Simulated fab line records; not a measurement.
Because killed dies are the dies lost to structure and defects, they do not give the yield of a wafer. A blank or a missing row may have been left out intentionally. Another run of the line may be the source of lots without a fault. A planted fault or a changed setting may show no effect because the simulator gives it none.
A struck lot beside a sound one | flow sky130 | 34 out of 708 route steps
Sound: the wafers L941.2, L941.3, L941.5. Wafers L955.1, L955.4, L955.5 were the ones struck. The cause comes at the end.
Order at every step that has rows: each side's tool, ch and its chambers, its first start. Under that, the readings that differ: sound wafers | struck wafers | difference of the means | sigmas: that difference in standard deviations of wafers without a fault.
alike: words and numbers the same on both sides, and readings whose means are apart by under 2 such deviations; not compared: readings that were withheld, readings missing a value for some wafer, numbers with overlapping values and no deviation given by the record, and bounds like >300 which may hide the same value.
Wherever a step has rows on one side only, a row that says differs or no value, or a row with sigmas, the two part there. When numbers do not overlap yet have no deviation, they are printed without sigmas and do not part them. A reading that every wafer of one side lacks parts them only if that side has two wafers or more.

SKY_SD_P_CD_MEAS_07: the cd target is 380 nm.
  struck on cd-sem-01, day 30 14:26; sound on cd-sem-02, day 26 23:25
  alike: cd-nm
SKY_SD_P_OVL_MEAS_08:
  struck on overlay-02, day 30 14:34; sound on overlay-01, day 26 23:31
  alike: SD_P_OVL
then, 1 step without rows for these wafers: SKY_SD_P_IMPLANT_09.
SKY_SD_P_STRIP_10: strips in O2/N2.
  sound on plasma-asher-01 ch 0,1, day 26 23:42; struck on plasma-asher-02 ch 0, day 30 14:45
  alike: drypump-motor-current-A, oes-product-au, strip-time-to-endpoint-s
  not compared: rf-hours-counter-h
SKY_SD_P_TW_MEAS_11:
  struck on film-metro-04, day 30 14:51; sound on film-metro-04, day 26 23:49
  alike: SD_P_TW
then, 7 steps without rows for these wafers: SKY_RES_XHIGH_DEHYDRATE_00 (time 60 s); SKY_RES_XHIGH_HMDS_01 (prime time 60 s); SKY_RES_XHIGH_COAT_02 (resist thk 1140 nm); SKY_RES_XHIGH_SOFTBAKE_03 (time 60 s); SKY_RES_XHIGH_EXPOSE_04 (exposes mask URPM, target cd 1270 nm); SKY_RES_XHIGH_PEB_05; SKY_RES_XHIGH_DEVELOP_06 (develop time 60 s).
SKY_RES_XHIGH_IMPLANT_07:
  sound on implanter-01 ch 0, day 28 04:43; struck on implanter-01 ch 0, day 31 17:54
  reading       | sound                       | struck                        | difference | sigmas
  dose-ions-cm2 | 3.6e+14 3.595e+14 3.598e+14 | 3.677e+14 3.677e+14 3.684e+14 | +8.167e+12 | +18
  alike: beam-energy-keV, faraday-current-uA
SKY_RES_XHIGH_STRIP_08: strips in O2/N2.
  sound on plasma-asher-02 ch 0, day 28 04:51; struck on plasma-asher-04 ch 0,1, day 31 18:03
  alike: drypump-motor-current-A, oes-product-au, strip-time-to-endpoint-s
  not compared: rf-hours-counter-h
SKY_RES_XHIGH_TW_MEAS_09:
  struck on film-metro-03, day 31 18:09; sound on film-metro-01, day 28 04:58
  reading      | sound          | struck         | difference | sigmas
  RES_XHIGH_TW | 1624 1614 1616 | 1667 1666 1677 | +52        | +2
then, 7 steps without rows for these wafers: SKY_SD_N_DEHYDRATE_00 (time 60 s); SKY_SD_N_HMDS_01 (prime time 60 s); SKY_SD_N_COAT_02 (resist thk 1140 nm); SKY_SD_N_SOFTBAKE_03 (time 60 s); SKY_SD_N_EXPOSE_04 (exposes mask NSDM, target cd 380 nm); SKY_SD_N_PEB_05; SKY_SD_N_DEVELOP_06 (develop time 60 s).
SKY_SD_N_CD_MEAS_07: the cd target is 380 nm.
  struck on cd-sem-02, day 32 21:08; sound on cd-sem-02, day 29 09:22
  alike: cd-nm
SKY_SD_N_OVL_MEAS_08:
  struck on overlay-01, day 32 21:16; sound on overlay-01, day 29 09:28
  alike: SD_N_OVL
then, 2 steps without rows for these wafers: SKY_SD_N_IMPLANT_09; SKY_SD_N_IMPLANT_10.
SKY_SD_N_STRIP_11: strips in O2/N2.
  sound on plasma-asher-01 ch 0,1, day 29 09:48; struck on plasma-asher-04 ch 0,1, day 32 21:36
  reading                     | sound       | struck      | difference | sigmas
  drypump-motor-current-A (A) | 5.7 5.2 5.2 | 6.3 6.3 6.0 | +0.8       | +2
  alike: oes-product-au, strip-time-to-endpoint-s
  not compared: rf-hours-counter-h
SKY_SD_N_TW_MEAS_12:
  struck on film-metro-04, day 32 21:42; sound on film-metro-01, day 29 09:55
  alike: SD_N_TW
then, 1 step without rows for these wafers: SKY_SD_N_CLEAN_13 (cleans in SC1/SC2, time 150 s).
SKY_SD_N_RTA_14: time 2 s.
  sound on rtp-anneal-02 ch 0, day 29 10:01; struck on rtp-anneal-01 ch 0, day 32 21:49
  alike: chamber-o2-ppm, lamp-power-pct, wafer_temp_C_max
SKY_SD_N_RS_MEAS_16: measurement is done with a four-point probe.
  struck on film-metro-01, day 32 21:59; sound on film-metro-03, day 29 10:12
  reading          | sound             | struck            | difference | sigmas
  SD_N_RS (ohm/sq) | 68.87 68.76 68.69 | 68.54 68.42 68.56 | -0.27      | -2
SKY_SD_N_RS_MEAS_17: measurement is done with a four-point probe.
  struck on film-metro-01, day 32 22:07; sound on film-metro-03, day 29 10:19
  reading          | sound             | struck            | difference | sigmas
  SD_P_RS (ohm/sq) | 148.4 147.7 147.6 | 146.9 147.3 147.2 | -0.8       | -2
SKY_SD_N_RS_MEAS_18: measurement is done with a four-point probe.
  struck on film-metro-01, day 32 22:31; sound on film-metro-03, day 29 10:26
  reading               | sound             | struck            | difference | sigmas
  RES_XHIGH_RS (ohm/sq) | 334.5 334.3 335.4 | 328.6 327.7 328.2 | -6.6       | -5
  not compared: hold
SKY_PAD_OPEN_PROBE_99:
  the record has rows for the sound wafers here (prober-02, day 46 22:31) and none for the struck ones

== WHERE THEY PART ==
First at SKY_RES_XHIGH_IMPLANT_07; last, within this record, at SKY_PAD_OPEN_PROBE_99.

WHY: the cause the simulator had injected
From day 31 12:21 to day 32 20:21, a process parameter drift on implanter-01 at SKY_RES_XHIGH_IMPLANT_07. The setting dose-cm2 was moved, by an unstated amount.
